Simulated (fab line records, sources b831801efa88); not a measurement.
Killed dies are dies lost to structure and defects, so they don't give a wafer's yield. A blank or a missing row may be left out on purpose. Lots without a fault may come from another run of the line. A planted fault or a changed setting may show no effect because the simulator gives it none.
One fault seen from 2 desks | flow gf180mcu | each desk has only its own numbers; what lay behind them comes last

THE METROLOGY DESK
What the gauges read, lot by lot, whatever tool the lot ran on: means of the sampled wafers that have a number. A lot is out of limits, marked OUT, if its mean lies more than 4 standard deviations from the usual mean; the brackets give that distance.
Columns: A = MVSD_RS at GF_VT_IMPLANT_RS_MEAS_46, usual 456.7 ohm/sq; B = NWELL_RS at GF_VT_IMPLANT_RS_MEAS_47, usual 487.7 ohm/sq; C = HV_LDD_OVL at GF_HV_LDD_OVL_MEAS_08, usual 0.2 nm; D = V2_BOW at GF_V2_BOW_MEAS_05, usual 95 um
lot  | first seen here | A               | B     | C    | D
L982 | day 7 20:34     | 457.1           | 487.2 | -0.1 | 90
L983 | day 7 23:09     | 456.6           | 488.0 | 0.6  | 89
L985 | day 8 16:20     | 457.2           | 487.4 | 2.7  | 98
L986 | day 8 20:10     | 456.5           | 489.0 | 0.3  | 92
L987 | day 9 04:01     | 456.6           | 486.9 | -0.6 | 92
L988 | day 9 13:09     | 458.3           | 489.9 | 0.5  | 102
L989 | day 9 15:52     | 442.8 (-13) OUT | 488.3 | -0.4 | 96
L992 | day 10 15:25    | 443.8 (-12) OUT | 487.8 | 1.0  | 99
L999 | day 12 14:47    | 453.7           | 488.5 | 0.9  | 89
L101 | day 13 04:44    | 457.2           | 487.2 | -0.6 | 97
L103 | day 13 15:48    | 458.4           | 486.9 | 0.1  | 99
L104 | day 14 02:58    | 456.9           | 485.6 | -1.9 | 88
This desk's finding: out of limits on L989, L992; first on L989, day 9 15:52 (MVSD_RS at GF_VT_IMPLANT_RS_MEAS_46). In limits: L982, L983, L985, L986, L987, L988, L999, L101, L103, L104.

THE TOOL OWNER'S DESK: implanter-02
The tool's own readings at GF_MVSD_IMPLANT_08: means of the sampled wafers that have a number, for each lot that ran on this tool. A lot is out of limits, marked OUT, if its mean lies more than 4 standard deviations from the usual mean; the brackets give that distance.
Columns: A = beam_energy_keV at GF_MVSD_IMPLANT_08, usual 400.01
lot  | first seen here | A
L986 | day 5 14:20     | 400.10
L987 | day 5 20:44     | 400.07
L989 | day 6 05:58     | 467.34 (+99 or more) OUT
L992 | day 7 01:40     | 467.36 (+99 or more) OUT
L104 | day 10 05:22    | 399.87
This desk's finding: out of limits on L989, L992; first on L989, day 6 05:58 (beam_energy_keV at GF_MVSD_IMPLANT_08). In limits: L986, L987, L104.

PUT TOGETHER
The tool owner's desk could have raised an alarm at day 6 05:58, on L989, L992.
The metrology desk could have raised an alarm at day 9 15:52, on L989, L992.
Of the lots named, all ran GF_MVSD_IMPLANT_08 on implanter-02.

WHAT THE SIMULATOR HAD PUT IN
Process parameter drift: implanter-02, from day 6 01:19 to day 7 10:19, at GF_MVSD_IMPLANT_08. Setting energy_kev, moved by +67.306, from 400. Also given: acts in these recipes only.
Lots struck among those shown: L989, L992.
Hours from the fault's start to each desk's first reading out of limits: the tool owner's desk, 5; the metrology desk, 87.
